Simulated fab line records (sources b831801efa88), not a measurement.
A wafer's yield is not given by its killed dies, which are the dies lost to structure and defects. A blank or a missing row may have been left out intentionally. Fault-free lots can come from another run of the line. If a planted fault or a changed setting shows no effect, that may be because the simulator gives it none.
Which tool was responsible? + flow sky130 + 7 lots, 21 wafers sampled, at 1 step of a route of 708

WHAT THE GAUGES READ, wafer by wafer
SKY_VT_ADJUST_NCORE_TW_MEAS_11.
| lot  | measured     | on           | VT_ADJUST_NCORE_TW |
|------|--------------|--------------|--------------------|
| L902 | day 9 09:59  | filmMetro-01 | 219.3 218.8 218.7  |
| L905 | day 10 03:55 | filmMetro-02 | 222.5 219.8 221.3  |
| L907 | day 10 15:37 | filmMetro-01 | 220.3 221.9 221.7  |
| L909 | day 11 11:10 | filmMetro-01 | 220.9 219.5 219.7  |
| L913 | day 12 16:59 | filmMetro-01 | 220.1 220.4 218.9  |
| L921 | day 15 05:44 | filmMetro-04 | 218.7 220.2 220.7  |
| L923 | day 15 19:20 | filmMetro-02 | 218.5 218.8 220.6  |

TOOL THAT RAN EACH LOT (tool first, then ch and the chambers of the sampled wafers, then the start)
No process step before these readings appears in the record.

THE ANSWER, worked out from the rows above alone
Rule: the lots themselves supply what counts as usual. Put in order of their means at a reading, lots are off if they are a third of the lots or fewer, leave a main group of 4 or more, and stand apart from it by a gap of 3 or more times the standard deviation of the main group's means; of several such gaps the widest counts. The tables above print the reading to a certain number of digits; a main group whose means all agree to those digits is not used. A lot without any number at a reading at which 4 lots or more have one is off too. All remaining lots with rows at the step are treated as sound.
None of the lots is off at any reading shown; this tells nothing.

WHAT THE SIMULATOR HAD PUT IN
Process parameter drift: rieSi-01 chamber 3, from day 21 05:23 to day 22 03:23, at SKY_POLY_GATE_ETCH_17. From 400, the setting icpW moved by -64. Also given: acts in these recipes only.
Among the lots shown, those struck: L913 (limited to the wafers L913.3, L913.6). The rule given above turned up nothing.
